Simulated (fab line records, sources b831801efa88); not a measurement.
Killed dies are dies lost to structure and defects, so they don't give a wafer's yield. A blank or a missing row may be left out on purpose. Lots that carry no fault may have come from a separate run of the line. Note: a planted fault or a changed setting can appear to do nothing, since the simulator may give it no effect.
Chamber matching	flow sky130	SKY_LI_CONTACT_CMP_24 on cmp-01 has 4 sister chambers
The step polishes, stops on PSG, t overpolish 20 s, target thk 0 nm. 8 wafers are shown with their chamber, then 6 later ones without.

== WAFERS PAIRED WITH THEIR CHAMBERS ==
wafer	chamber	motor-current-A (A)	time-to-endpoint-s (s)
L246.4	3	10.7	110
L246.5	1	13.1	89
L254.6	2	10.4	90
L257.5	1	13.2	92
L257.6	0	10.1	96
L262.3	2	10.5	97
L262.5	3	10.7	98
L262.6	0	10.5	98

== WAFERS MISSING THEIR CHAMBER ==
wafer	motor-current-A (A)	time-to-endpoint-s (s)
L263.2	12.4	94
L263.4	10.7	100
L263.6	9.6	98
L264.1	10.9	100
L264.3	10.4	107
L264.4	9.8	104

== THE CHAMBER EACH PASSED THROUGH ==
wafer	from the rows above	in truth
L263.2	1	1
L263.4	can't be placed: 3 or 2 or 0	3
L263.6	can't be placed: 0 or 2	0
L264.1	can't be placed: 3 or 2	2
L264.3	can't be placed: 0 or 3 or 2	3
L264.4	can't be placed: 0 or 2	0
Correctly placed: 1 of 6. Cannot be placed on the basis of these rows: 5; the candidates contain the true chamber in 5. Placed wrongly: 0.
How it was worked out, from the rows above alone: a wafer's distance from a chamber is the root of the sum, over the readings, of the square of ((its reading less the chamber's mean) divided by the reading's scatter). If the next closest chamber is less than 2 further off than the closest, the wafer can't be placed; otherwise it belongs to the closest. A chamber's mean is the mean of its shown wafers. The scatter is the square root of a quotient: the sum, over the shown wafers, of each reading's squared deviation from its chamber's mean, divided by wafers minus chambers.
